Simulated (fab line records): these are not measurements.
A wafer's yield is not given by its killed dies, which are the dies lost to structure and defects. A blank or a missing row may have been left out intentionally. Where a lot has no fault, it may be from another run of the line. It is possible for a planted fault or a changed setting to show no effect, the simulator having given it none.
Struck lot and sound lot, side by side + flow sfq_line + 21 steps out of a route of 325
Sound: wafers L385.1, L385.3, L385.4. The struck wafers were L377.1, L377.2, L377.3. The cause is given at the end.
Order at every step that has rows: each side's tool, ch and its chambers, its first start. Under that, the readings that differ: sound wafers + struck wafers + difference of the means + sigmas: that difference in standard deviations of wafers without a fault.
alike: words and numbers the same on both sides, and readings whose means are apart by under 2 such deviations; not compared: readings that were withheld, readings missing a value for some wafer, numbers with overlapping values and no deviation given by the record, and bounds like >300 which may hide the same value.
The two part at a step that has a row with sigmas, a row that says differs or no value, or rows on one side only. When numbers do not overlap yet have no deviation, they are printed without sigmas and do not part them. A reading that every wafer of one side lacks parts them only if that side has two wafers or more.

first, 5 steps without rows for these wafers: SFQ_TRILAYER_JJ_CE_LITHO_COAT_114 (resist thk 600 nm); SFQ_TRILAYER_JJ_CE_LITHO_SOFTBAKE_118; SFQ_TRILAYER_JJ_CE_LITHO_EXPOSE_115 (exposes mask J5, target cd 700 nm); SFQ_TRILAYER_JJ_CE_LITHO_PEB_117 (peb time 60 s); SFQ_TRILAYER_JJ_CE_LITHO_DEVELOP_116 (time 60 s).
SFQ_JJ_OVL_MEAS_931:
  struck on overlay-02, day 57 02:56; sound on overlay-02, day 59 11:20
  alike: J5_OVL
SFQ_TRILAYER_JJ_CE_METRO_MEASURE_117:
  struck on cd_sem-01, day 57 02:58; sound on cd_sem-01, day 59 11:22
  alike: cd_nm
SFQ_TRILAYER_JJ_CE_BARC_OPEN_RIE_150: chemistry O2, target BARC, target depth 240 nm, time 80 s.
  sound on rie_metal-01 ch 0,1, day 59 12:34; struck on rie_metal-01 ch 0,1, day 57 04:10
  alike: drypump_motor_current_A, he_backside_leak_sccm, oes_product_au, rf_fwd_power_W
  not compared: rf_hours_counter_h
SFQ_TRILAYER_JJ_CE_ETCH_RIE_118: chemistry SF6, target Nb, stops on Al2O3, time 97.7 s, target depth 170 nm.
  sound on rie_metal-01 ch 0,1, day 59 12:40; struck on rie_metal-01 ch 0,1, day 57 04:16
  alike: drypump_motor_current_A, he_backside_leak_sccm, oes_product_au, rf_fwd_power_W
  not compared: rf_hours_counter_h
following that, these wafers have no rows for 1 step: SFQ_TRILAYER_JJ_ANODIZE_ANODIZE_119.
SFQ_TRILAYER_JJ_CE_STRIP_STRIP_120: strips in O2.
  sound on rie_metal-02 ch 0,1, day 59 13:16; struck on rie_metal-02 ch 0,1, day 57 04:52
  alike: drypump_motor_current_A, he_backside_leak_sccm, oes_product_au
  not compared: rf_hours_counter_h
then, 1 step without rows for these wafers: SFQ_TRILAYER_JJ_CE_STRIP_SOLV_CLEAN_121 (cleans in NMP, time 600 s).
SFQ_TRILAYER_M5_LITHO_COAT_128: resist thk 62 nm.
  sound on litho_track-03 ch 0, day 59 14:03; struck on litho_track-04 ch 0, day 57 05:39
| reading                                              | sound                | struck               | difference | sigmas      |
|------------------------------------------------------|----------------------|----------------------|------------|-------------|
| spin_speed_rpm (rpm)                                 | 3000.1 3000.6 3000.4 | 2666.2 2668.7 2666.0 | -333.4     | -99 or more |
| model.BARC_of_TRILAYER_M5_LITHO_COAT_128.thk_nm (nm) | 62.05 62.18 61.97    | 65.63 65.64 65.66    | +3.58      |             |
then, 5 steps without rows for these wafers: SFQ_TRILAYER_M5_LITHO_COAT_123 (resist thk 600 nm); SFQ_TRILAYER_M5_LITHO_SOFTBAKE_127; SFQ_TRILAYER_M5_LITHO_EXPOSE_124 (exposes mask M5, target cd 700 nm); SFQ_TRILAYER_M5_LITHO_PEB_126 (peb time 60 s); SFQ_TRILAYER_M5_LITHO_DEVELOP_125 (time 60 s).
SFQ_M5_OVL_MEAS_932:
  struck on overlay-01, day 57 07:54; sound on overlay-02, day 59 17:22
  alike: M5_OVL
SFQ_TRILAYER_M5_BARC_OPEN_METAL_ETCH_161: etches BARC in O2, target depth 125 nm, time 41.7 s.
  sound on rie_metal-03 ch 0,1, day 59 17:24; struck on rie_metal-02 ch 0,1, day 57 07:56
| reading                  | sound             | struck            | difference | sigmas |
|--------------------------|-------------------|-------------------|------------|--------|
| oes_product_au (a.u.)    | 0.689 0.689 0.687 | 0.700 0.702 0.705 | +0.014     | +3     |
| model.etch.depth_nm (nm) | 62.05 62.18 61.97 | 65.63 65.64 65.66 | +3.58      |        |
  alike: drypump_motor_current_A, he_backside_leak_sccm, rf_fwd_power_W
  not compared: rf_hours_counter_h
SFQ_TRILAYER_M5_ETCH_METAL_ETCH_126: etches Nb in Cl2/BCl3, stops on SiO2, time 203.2 s, target depth 265 nm.
  sound on rie_metal-03 ch 0,1, day 59 17:28; struck on rie_metal-02 ch 0,1, day 57 07:59
  alike: drypump_motor_current_A, he_backside_leak_sccm, oes_product_au, rf_fwd_power_W
  not compared: rf_hours_counter_h

== WHERE THEY PART ==
Last at SFQ_TRILAYER_M5_BARC_OPEN_METAL_ETCH_161 as far as this record goes, first at SFQ_TRILAYER_M5_LITHO_COAT_128. Later steps at which nothing parts them and some readings are alike: SFQ_TRILAYER_M5_ETCH_METAL_ETCH_126.

WHY: whatever the simulator had introduced
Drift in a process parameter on litho_track-04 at SFQ_TRILAYER_M5_LITHO_COAT_128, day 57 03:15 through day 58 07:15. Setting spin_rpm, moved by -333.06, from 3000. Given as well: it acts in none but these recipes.
